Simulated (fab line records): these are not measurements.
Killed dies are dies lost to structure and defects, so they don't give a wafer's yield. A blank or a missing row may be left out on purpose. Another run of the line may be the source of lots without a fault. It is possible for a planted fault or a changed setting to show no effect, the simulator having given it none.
Check for tools in common / flow gf180mcu / 33 wafers sampled across 11 lots

THE REASON FOR OPENING IT
At GF_PSD_TW_MEAS_11 the reading PSD_TW is flagged on 2 of 11 lots. Wafers without a fault read 3170, standard deviation 19.
Rule: a lot gets a flag if all its wafers with a number sit over 4 standard deviations from that mean, or if no wafer of it has a number. All remaining lots are regarded as sound.

lot=L949; measured=day 14 15:16; on=filmMetro-03; PSD_TW, wafer by wafer=3168 3165 3155; flag=
lot=L953; measured=day 16 01:25; on=filmMetro-01; PSD_TW, wafer by wafer=3165 3166 3184; flag=
lot=L954; measured=day 16 10:00; on=filmMetro-03; PSD_TW, wafer by wafer=3126 3131 3132; flag=
lot=L955; measured=day 16 20:25; on=filmMetro-03; PSD_TW, wafer by wafer=3126 3135 3151; flag=
lot=L957; measured=day 17 15:57; on=filmMetro-01; PSD_TW, wafer by wafer=3184 3197 3192; flag=
lot=L958; measured=day 17 18:49; on=filmMetro-01; PSD_TW, wafer by wafer=3181 3187 3193; flag=
lot=L961; measured=day 18 17:55; on=filmMetro-03; PSD_TW, wafer by wafer=2996 3006 3004; flag=FLAGGED
lot=L962; measured=day 19 02:06; on=filmMetro-02; PSD_TW, wafer by wafer=2976 2992 2980; flag=FLAGGED
lot=L965; measured=day 20 07:26; on=filmMetro-01; PSD_TW, wafer by wafer=3189 3172 3176; flag=
lot=L967; measured=day 20 22:43; on=filmMetro-02; PSD_TW, wafer by wafer=3187 3191 3204; flag=
lot=L970; measured=day 21 23:34; on=filmMetro-02; PSD_TW, wafer by wafer=3176 3163 3150; flag=
The mean of the flagged lots' numbers is 2992, -178 from the usual (-9 standard deviations).

WHICH TOOL RAN EACH LOT
Before the reading, the record contains 2 process steps out of a 602-step route. In each cell: the tool, then ch and the chambers that the sampled wafers went through, then the start.
lot=L949; flag=; GF_PSD_IMPLANT_09=implanter-01 ch 0, day 14 15:01; GF_PSD_STRIP_10=plasmaAsher-01 ch 0,1, day 14 15:10
lot=L953; flag=; GF_PSD_IMPLANT_09=implanter-04 ch 0, day 16 01:11; GF_PSD_STRIP_10=plasmaAsher-01 ch 0,1, day 16 01:19
lot=L954; flag=; GF_PSD_IMPLANT_09=implanter-04 ch 0, day 16 09:46; GF_PSD_STRIP_10=plasmaAsher-02 ch 0,1, day 16 09:53
lot=L955; flag=; GF_PSD_IMPLANT_09=implanter-04 ch 0, day 16 20:11; GF_PSD_STRIP_10=plasmaAsher-01 ch 0,1, day 16 20:19
lot=L957; flag=; GF_PSD_IMPLANT_09=implanter-04 ch 0, day 17 15:43; GF_PSD_STRIP_10=plasmaAsher-02 ch 0,1, day 17 15:50
lot=L958; flag=; GF_PSD_IMPLANT_09=implanter-04 ch 0, day 17 18:35; GF_PSD_STRIP_10=plasmaAsher-04 ch 0,1, day 17 18:43
lot=L961; flag=FLAGGED; GF_PSD_IMPLANT_09=implanter-04 ch 0, day 18 17:43; GF_PSD_STRIP_10=plasmaAsher-01 ch 0,1, day 18 17:49
lot=L962; flag=FLAGGED; GF_PSD_IMPLANT_09=implanter-04 ch 0, day 19 01:52; GF_PSD_STRIP_10=plasmaAsher-02 ch 1, day 19 01:59
lot=L965; flag=; GF_PSD_IMPLANT_09=implanter-01 ch 0, day 20 07:11; GF_PSD_STRIP_10=plasmaAsher-04 ch 0,1, day 20 07:20
lot=L967; flag=; GF_PSD_IMPLANT_09=implanter-03 ch 0, day 20 22:31; GF_PSD_STRIP_10=plasmaAsher-01 ch 0,1, day 20 22:37
lot=L970; flag=; GF_PSD_IMPLANT_09=implanter-03 ch 0, day 21 23:20; GF_PSD_STRIP_10=plasmaAsher-02 ch 0,1, day 21 23:28
What the steps here do:
- GF_PSD_IMPLANT_09
- GF_PSD_STRIP_10: strips in O2/N2.
- GF_PSD_TW_MEAS_11

FLAGGED AGAINST TOTAL, ONE TOOL AT A TIME (gauges that did the reading follow at the end)
step=GF_PSD_IMPLANT_09; tool=implanter-01; lots run=2; flagged=0; share of the flagged lots=none; sound lots run after its first flagged lot=-
step=GF_PSD_IMPLANT_09; tool=implanter-03; lots run=2; flagged=0; share of the flagged lots=none; sound lots run after its first flagged lot=-
step=GF_PSD_IMPLANT_09; tool=implanter-04; lots run=7; flagged=2; share of the flagged lots=all; sound lots run after its first flagged lot=0
step=GF_PSD_STRIP_10; tool=plasmaAsher-01; lots run=5; flagged=1; share of the flagged lots=some; sound lots run after its first flagged lot=1 (L967)
step=GF_PSD_STRIP_10; tool=plasmaAsher-02; lots run=4; flagged=1; share of the flagged lots=some; sound lots run after its first flagged lot=1 (L970)
step=GF_PSD_STRIP_10; tool=plasmaAsher-04; lots run=2; flagged=0; share of the flagged lots=none; sound lots run after its first flagged lot=-
step=GF_PSD_TW_MEAS_11; tool=filmMetro-01; lots run=4; flagged=0; share of the flagged lots=none; sound lots run after its first flagged lot=-
step=GF_PSD_TW_MEAS_11; tool=filmMetro-02; lots run=3; flagged=1; share of the flagged lots=some; sound lots run after its first flagged lot=2 (L967,L970)
step=GF_PSD_TW_MEAS_11; tool=filmMetro-03; lots run=4; flagged=1; share of the flagged lots=some; sound lots run after its first flagged lot=0

THE TABLE: WHAT IT ALLOWS
All flagged lots share 1 row of the table, namely implanter-04 at GF_PSD_IMPLANT_09.
- implanter-04 at GF_PSD_IMPLANT_09: 2 of its 7 lots flagged. Its last sound lot is L958 (day 17 18:35), its first flagged lot L961 (day 18 17:43): a fault that began between those two fits. Its own readings (beamOnS, faradayCurrentUA) fall more than 4 standard deviations out on all wafers of the flagged lots.
Just one tool remains: implanter-04 at GF_PSD_IMPLANT_09.

WHAT THE SIMULATOR HAD PUT IN
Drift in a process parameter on implanter-04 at GF_PSD_IMPLANT_09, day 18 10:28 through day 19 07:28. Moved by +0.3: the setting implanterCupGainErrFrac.
Shown lots that were struck: L961, L962. The rule given above showed the same thing.
